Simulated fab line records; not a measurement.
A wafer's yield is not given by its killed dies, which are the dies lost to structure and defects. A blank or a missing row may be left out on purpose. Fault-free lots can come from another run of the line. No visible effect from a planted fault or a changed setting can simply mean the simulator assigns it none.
What tool caused it? | flow sfqLine | 14 lots with 40 wafers sampled at 2 steps, on a route of 325 steps

## WHAT EACH GAUGE READ, for each wafer
No reading from a measuring or inspecting step in the record can be judged against a usual standard deviation.

## WHICH TOOL RAN EACH LOT (tool, then ch and the chambers of the sampled wafers, then the start)
lot  | SFQ_TRILAYER_A5C_DEP_PECVD_142  | SFQ_TRILAYER_C5_ETCH_VIA_ETCH_154
L107 | pecvd-03 ch 0,1, day 60 21:47   | rieDiel-03 ch 0,1, day 70 19:38
L108 | pecvd-02 ch 1,2, day 61 00:42   | rieDiel-04 ch 0,1, day 70 23:14
L109 | pecvd-03 ch 0,1,2, day 61 01:54 | rieDiel-01 ch 0,1,3, day 71 02:35
L110 | pecvd-02 ch 0,2, day 61 06:04   | rieDiel-04 ch 0,1,2, day 71 06:11
L111 | pecvd-03 ch 0,1,2, day 61 07:16 | rieDiel-03 ch 0,2,3, day 71 07:25
L113 | pecvd-03 ch 0,1,2, day 66 14:15 | rieDiel-03 ch 0,2,3, day 71 15:47
L115 | pecvd-03 ch 0,1, day 66 21:28   | rieDiel-03 ch 0,1, day 71 21:47
L122 | pecvd-03 ch 0,1, day 67 11:51   | rieDiel-01 ch 0,1, day 72 13:31
L123 | pecvd-02 ch 0,2, day 70 01:18   | rieDiel-03 ch 1,2,3, day 74 23:56
L124 | pecvd-04 ch 0,1, day 70 06:06   | rieDiel-03 ch 0,1,2, day 75 03:42
L126 | pecvd-03 ch 0,1,2, day 70 13:18 | rieDiel-04 ch 1,2,3, day 75 09:53
L127 | pecvd-02 ch 0,2, day 72 11:59   | rieDiel-01 ch 2,3, day 77 03:16
L128 | pecvd-02 ch 0,1, day 73 01:11   | rieDiel-03 ch 0,1,2, day 77 12:38
L129 | pecvd-02 ch 0,2, day 73 03:35   | rieDiel-01 ch 1,2, day 77 16:19
- SFQ_TRILAYER_A5C_DEP_PECVD_142: deposits SiO2 from SiH4/N2O, time 15.556 s, target thk 70 nm.
- SFQ_TRILAYER_C5_ETCH_VIA_ETCH_154: etches SiO2 in CHF3, stops on Nb, target depth 84 nm.

## WHAT THE TOOLS THEMSELVES READ (means of the sampled wafers that have a number; where no wafer has one, the mark that the record gives instead)
SFQ_TRILAYER_A5C_DEP_PECVD_142. Usual: heaterPowerW 85 W, standard deviation 13; throttleValvePct 25.3 %, standard deviation 1.7.
lot  | tool     | heaterPowerW (W) | throttleValvePct (%) | flag
L107 | pecvd-03 | 73               | 26.7                 | 
L108 | pecvd-02 | 98               | 25.1                 | 
L109 | pecvd-03 | 80               | 26.3                 | 
L110 | pecvd-02 | 90               | 22.7                 | 
L111 | pecvd-03 | 82               | 26.4                 | 
L113 | pecvd-03 | 84               | 26.2                 | 
L115 | pecvd-03 | 74               | 26.0                 | 
L122 | pecvd-03 | 78               | 26.1                 | 
L123 | pecvd-02 | 84               | 23.5                 | 
L124 | pecvd-04 | 70               | 26.9                 | 
L126 | pecvd-03 | 80               | 26.3                 | 
L127 | pecvd-02 | 86               | 23.6                 | 
L128 | pecvd-02 | 101              | 23.8                 | 
L129 | pecvd-02 | 84               | 23.6                 | 

SFQ_TRILAYER_C5_ETCH_VIA_ETCH_154. Usual: chamberPressureMTorr 30.002 mTorr, standard deviation 0.025; drypumpMotorCurrentA 5.7 A, standard deviation 0.4; oesProductAu 0.891 a.u., standard deviation 0.0084.
lot  | tool       | chamberPressureMTorr (mTorr) | drypumpMotorCurrentA (A) | oesProductAu (a.u.) | flag
L107 | rieDiel-03 | 29.992                       | 6.1                      | 0.886               | 
L108 | rieDiel-04 | 30.001                       | 5.7                      | 0.893               | 
L109 | rieDiel-01 | 29.987                       | 5.9                      | 0.892               | 
L110 | rieDiel-04 | 29.980                       | 5.6                      | 0.901               | 
L111 | rieDiel-03 | 30.012                       | 5.6                      | 0.885               | 
L113 | rieDiel-03 | 30.021                       | 5.6                      | 0.895               | 
L115 | rieDiel-03 | 29.983                       | 5.9                      | 0.843               | OFF
L122 | rieDiel-01 | 30.049                       | 5.5                      | 0.802               | OFF
L123 | rieDiel-03 | 30.015                       | 6.0                      | 0.890               | 
L124 | rieDiel-03 | 30.030                       | 5.9                      | 0.886               | 
L126 | rieDiel-04 | 29.993                       | 5.5                      | 0.892               | 
L127 | rieDiel-01 | 29.986                       | 6.4                      | 0.882               | 
L128 | rieDiel-03 | 30.001                       | 5.9                      | 0.888               | 
L129 | rieDiel-01 | 30.027                       | 5.7                      | 0.893               | 

## THE ANSWER, worked out from the rows above alone
Rule: lot off if the mean of its wafers having a number is beyond 3 standard deviations from the usual mean. A lot without any number at a reading at which 4 lots or more have one is off too. Any other lot the step has rows for is counted as sound. First the gauges in route order, then the tools' own readings, where a lot's mean is used as printed above. At the first step where some lot is off, the reading lying furthest off is the one used; lots without a number count as furthest.
Off, at SFQ_TRILAYER_C5_ETCH_VIA_ETCH_154 on oesProductAu: L115, L122.
A tool fits if, at that step or a process step before it, it ran every lot that is off, and no sound lot after the first of them. No candidate that was tried fits.

## WHAT THE SIMULATOR HAD INSERTED
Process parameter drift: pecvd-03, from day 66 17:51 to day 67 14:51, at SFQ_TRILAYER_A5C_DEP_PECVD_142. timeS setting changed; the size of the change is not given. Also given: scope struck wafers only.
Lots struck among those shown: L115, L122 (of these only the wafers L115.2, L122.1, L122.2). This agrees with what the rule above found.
